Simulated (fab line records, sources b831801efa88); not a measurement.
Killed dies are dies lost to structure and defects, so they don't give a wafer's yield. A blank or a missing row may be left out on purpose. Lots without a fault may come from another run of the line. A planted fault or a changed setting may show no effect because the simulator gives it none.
A struck lot beside a sound one | flow sky130 | 13 steps out of a route of 708
Sound: wafers L996.1, L996.2, L996.3. Struck: wafers L999.1, L999.3, L999.4. The cause comes at the end.
At each step with rows: each side's tool, then ch and its chambers, then its first start. Under that, the readings that differ: sound wafers | struck wafers | difference of the means | sigmas: that difference in standard deviations of wafers without a fault.
alike: readings whose means differ by less than 2 such deviations, and words and numbers that are the same on both sides. not compared: withheld readings, readings that some wafer has no value for, bounds like >300 that may hide the same value, and numbers for which the record gives no deviation and whose values overlap.
The two part at a step that has a row with sigmas, a row that says differs or no value, or rows on one side only. Numbers that don't overlap but have no deviation are shown without sigmas and don't part them. A reading that every wafer of one side lacks parts them only if that side has two wafers or more.

first, 1 step without rows for these wafers: SKY_NWELL_IMPLANT_24.
SKY_NWELL_STRIP_25: strips in O2/N2.
  sound on plasma_asher-04 ch 0,1, day 6 12:11; struck on plasma_asher-04 ch 0,1, day 7 08:37
  alike: drypump_motor_current_A, oes_product_au, strip_time_to_endpoint_s
  not compared: rf_hours_counter_h
SKY_NWELL_TW_MEAS_26:
  sound on film_metro-02, day 6 12:17; struck on film_metro-02, day 7 08:43
  alike: NWELL_2_TW
then, 1 step without rows for these wafers: SKY_NWELL_CLEAN_27 (cleans in SC1/SC2, time 150 s).
SKY_NWELL_RTA_28: time 30 s.
  sound on rtp_anneal-02 ch 0, day 6 12:23; struck on rtp_anneal-01 ch 0, day 7 08:50
  alike: lamp_power_pct, wafer_temp_C_max
SKY_NWELL_RS_MEAS_29: measures by four-point-probe.
  sound on film_metro-02, day 6 12:29; struck on film_metro-01, day 7 08:56
  alike: NWELL_RS
SKY_NWELL_RS_MEAS_31: measures by four-point-probe.
  sound on film_metro-02, day 6 12:44; struck on film_metro-01, day 7 09:10
  alike: PWDE_RS
then, 3 steps without rows for these wafers: SKY_VT_ADJUST_HVTP_DEHYDRATE_00 (time 60 s); SKY_VT_ADJUST_HVTP_HMDS_01 (prime time 60 s); SKY_VT_ADJUST_HVTP_COAT_02 (resist thk 1140 nm).
SKY_VT_ADJUST_HVTP_SOFTBAKE_03: time 61.52 s.
  sound on litho_track-01 ch 0, day 6 22:02; struck on litho_track-04 ch 0, day 7 19:11
  alike: heater_power_total_W, plate_sensor_t_centre_C, plate_sensor_t_edge_C, resist_line_temp_C
SKY_VT_ADJUST_HVTP_EXPOSE_04: exposes mask HVTPM, target cd 380 nm.
  sound on iline_stepper-01 ch 0, day 6 22:11; struck on iline_stepper-02, day 7 19:20
  no value came back on the struck wafers for exposure_dose_mJ_cm2, focus_offset_nm (nm), reticle_temp_C (C); on the sound wafers exposure_dose_mJ_cm2 reads 139.8 139.9 140.1
  alike: mask
then, 1 step without rows for these wafers: SKY_VT_ADJUST_HVTP_PEB_05.

WHERE THEY PART
Only at SKY_VT_ADJUST_HVTP_EXPOSE_04, within this record.

WHY: what the simulator had put in
Skipped step whole: iline_stepper-02, from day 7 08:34 on, at SKY_VT_ADJUST_HVTP_EXPOSE_04. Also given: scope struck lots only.
